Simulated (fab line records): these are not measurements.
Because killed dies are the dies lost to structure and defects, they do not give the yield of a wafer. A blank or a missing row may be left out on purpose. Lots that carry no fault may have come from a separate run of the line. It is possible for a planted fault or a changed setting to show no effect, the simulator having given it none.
The same fault as seen by 2 desks | flow sky130 | only its own numbers are on each desk; what lay behind them is given at the end

## METROLOGY DESK
Means of the sampled wafers that have a number, per lot and without regard to the tool the lot ran on: this is what the gauges read. A lot is out of limits, marked OUT, if its mean lies more than 4 standard deviations from the usual mean; the brackets give that distance.
Columns: A = cdNm at SKY_SD_N_CD_MEAS_07, usual 380.8 nm; B = SD_N_OVL at SKY_SD_N_OVL_MEAS_08, usual -0.1 nm; C = SD_N_TW at SKY_SD_N_TW_MEAS_12, usual 3975; D = SD_N_RS at SKY_SD_N_RS_MEAS_16, usual 68.56 ohm/sq; E = SD_P_RS at SKY_SD_N_RS_MEAS_17, usual 147.0 ohm/sq; F = RES_XHIGH_RS at SKY_SD_N_RS_MEAS_18, usual 333.4 ohm/sq
lot  | first seen here | A     | B    | C    | D                | E               | F
L278 | day 27 21:11    | 381.7 | 1.5  | 4022 | 68.65            | 147.3           | 333.1
L284 | day 30 05:01    | 380.7 | 0.6  | 4014 | 67.72 (-8.4) OUT | 143.1 (-12) OUT | 331.3
L296 | day 33 23:32    | 382.2 | -0.5 | 3911 | 68.48            | 146.8           | 331.9
L297 | day 34 07:56    | 381.1 | 0.2  | 3886 | 68.49            | 146.9           | 331.8
L300 | day 35 02:59    | 379.2 | -0.1 | 3913 | 68.47            | 147.0           | 335.3
This desk's result: L284 out of limits, first on L284 (SD_N_RS at SKY_SD_N_RS_MEAS_16), day 30 05:50. L278, L296, L297, L300 stayed within limits.

## FOR THE TOOL OWNER'S DESK: rtpAnneal-01
At SKY_SD_N_RTA_14 (time 2 s), the tool's own readings, given per lot that ran on this tool as the mean of the sampled wafers with a number. A lot is out of limits, marked OUT, if its mean lies more than 4 standard deviations from the usual mean; the brackets give that distance.
Columns: A = lampPowerPct at SKY_SD_N_RTA_14, usual 15.74 %; B = rampUpCPerS at SKY_SD_N_RTA_14, usual 150.00; C = wafer_temp_C_max at SKY_SD_N_RTA_14, usual 1078.0
lot  | first seen here | A     | B      | C
L278 | day 27 21:52    | 15.76 | 150.00 | 1077.1
L284 | day 30 05:40    | 15.77 | 150.01 | 1083.7 (+4.4) OUT
L300 | day 35 03:40    | 15.77 | 149.98 | 1078.5
This desk finds L284 out of limits, L284 being first, at day 30 05:40 (wafer_temp_C_max at SKY_SD_N_RTA_14). L278, L300 stayed within limits.

## ALL TOGETHER
The tool owner's desk had the chance to raise an alarm at day 30 05:40 on L284.
Metrology desk: alarm possible at day 30 05:50 on L284.
On rtpAnneal-01, each named lot ran SKY_SD_N_RTA_14.

## WHAT WAS PUT IN BY THE SIMULATOR
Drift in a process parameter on rtpAnneal-01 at SKY_SD_N_RTA_14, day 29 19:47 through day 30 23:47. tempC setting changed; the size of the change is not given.
Struck lots among those shown: L284.
Fault start to first reading out of limits, in hours, per desk: tool owner, 10; metrology, 10.
